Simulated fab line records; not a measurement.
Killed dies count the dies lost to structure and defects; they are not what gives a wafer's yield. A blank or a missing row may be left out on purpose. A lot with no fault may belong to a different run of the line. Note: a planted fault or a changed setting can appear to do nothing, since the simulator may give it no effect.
A struck lot beside a sound one | flow gf180mcu | 18 out of 602 route steps
Sound: these wafers, L218.3, L218.5, L218.6. Struck: wafer L209.5. (L209.1, L209.3 of the same lot were not struck and are left out.) The cause comes at the end.
Per side, at each step with rows, come the tool, then ch with its chambers, and then its first start. Under that, the readings that differ: sound wafers | struck wafers | difference of the means | sigmas: that difference in standard deviations of wafers without a fault.
alike: readings whose means differ by less than 2 such deviations, and words and numbers that are the same on both sides. not compared: withheld readings, readings that some wafer has no value for, bounds like >300 that may hide the same value, and numbers for which the record gives no deviation and whose values overlap.
A row with sigmas, a row that says differs or no value, or rows on one side alone: a step with any of these is where the two part. Numbers that don't overlap but have no deviation are shown without sigmas and don't part them. A reading missing from all wafers of one side parts the sides only when that side holds two or more wafers.

first, 2 steps without rows for these wafers: GF_CONTACT_PEB_12 (peb time 90 s); GF_CONTACT_DEVELOP_13 (develop time 60 s).
GF_CONTACT_CD_MEAS_14 targets a cd of 220 nm.
  sound on cd-sem-02, day 23 21:14; struck on cd-sem-01, day 21 01:26
  reading    | sound             | struck | difference | sigmas
  cd-nm (nm) | 219.6 219.5 219.9 | 216.4  | -3.3       | -2
GF_CONTACT_OVL_MEAS_15:
  sound on overlay-01, day 23 21:19; struck on overlay-02, day 21 01:34
  alike: CONTACT_OVL
GF_CONTACT_ETCH_16: etches BARC in N2/H2.
  sound on rie-diel-03 ch 0,1,2, day 23 21:20; struck on rie-diel-04 ch 0, day 21 01:35
  reading               | sound             | struck | difference | sigmas
  oes-product-au (a.u.) | 0.868 0.868 0.859 | 0.848  | -0.017     | -3
  alike: drypump-motor-current-A, throttle-valve-pct
GF_CONTACT_ETCH_17: etches SiO2 in C4F8/O2/Ar, stops on CoSi2, target depth 860 nm.
  sound: rie-diel-03 ch 0,1,2; struck: rie-diel-04 ch 0
  alike: oes-product-au
GF_CONTACT_STRIP_18: strips in O2/N2.
  sound on plasma-asher-02 ch 0,1, day 23 21:32; struck on plasma-asher-01 ch 1, day 21 01:46
  alike: drypump-motor-current-A, heater-power-w, oes-product-au, platen-temp-c
  not compared: rf-hours-counter-h
then, 3 steps without rows for these wafers: GF_CONTACT_CLEAN_19 (cleans in SPM); GF_CONTACT_CLEAN_20 (cleans in DIW); GF_CONTACT_CLEAN_21 (cleans in dHF, time 20 s).
GF_CONTACT_SPUTTER_22: material Ti, target thk 15 nm, time 80.02 s.
  sound on pvd-sputter-01, day 23 21:49; struck on pvd-sputter-03, day 21 02:03
  alike: throttle-valve-pct
GF_CONTACT_SPUTTER_23: material TiN, target thk 10 nm, time 40 s.
  sound on pvd-sputter-01, day 23 21:53; struck on pvd-sputter-03, day 21 02:07
  alike: throttle-valve-pct
GF_CONTACT_CVD_24: deposits W, target thk 300 nm, time 90.339 s.
  sound on cvd-w-02 ch 0,1, day 23 21:57; struck on cvd-w-02 ch 1, day 21 02:09
  reading                               | sound           | struck | difference | sigmas
  model.W_of_CONTACT_CVD_24.thk-nm (nm) | 299 296.9 300.4 | 398.4  | +99.6      |
  alike: heater-power-w
  not compared: since-wet-clean-h
GF_CONTACT_RS_MEAS_25: the measuring method here is four-point-probe.
  sound on film-metro-04, day 23 22:04; struck on film-metro-04, day 21 02:15
  reading               | sound             | struck | difference | sigmas
  CONTACT_W_RS (ohm/sq) | 0.384 0.386 0.382 | 0.286  | -0.098     | -26
GF_CONTACT_THK_MEAS_26: measures by xrf.
  sound on film-metro-04, day 23 22:10; struck on film-metro-04, day 21 02:22
  reading            | sound       | struck | difference | sigmas
  CONTACT_W_THK (nm) | 312 310 313 | 425    | +113       | +26
GF_CONTACT_CMP_27: polishes, stops on SiO2, t overpolish 15 s, target thk 0 nm.
  sound on cmp-02 ch 0,1, day 23 22:15; struck on cmp-01 ch 2, day 21 02:26
  reading                | sound    | struck | difference | sigmas
  time-to-endpoint-s (s) | 77 75 78 | 99     | +22        | +7
  alike: motor-current-A
then, 1 step without rows for these wafers: GF_M1_SPUTTER_00 (material Ti, target thk 37.5 nm, time 150 s).
GF_PASSIVATION_PROBE_99:
  the record holds rows for the sound wafers here (prober-01, day 34 18:37) but none for the struck ones

WHERE THEY PART
Last at GF_PASSIVATION_PROBE_99 as far as this record goes, first at GF_CONTACT_CD_MEAS_14.

WHY: the cause the simulator had injected
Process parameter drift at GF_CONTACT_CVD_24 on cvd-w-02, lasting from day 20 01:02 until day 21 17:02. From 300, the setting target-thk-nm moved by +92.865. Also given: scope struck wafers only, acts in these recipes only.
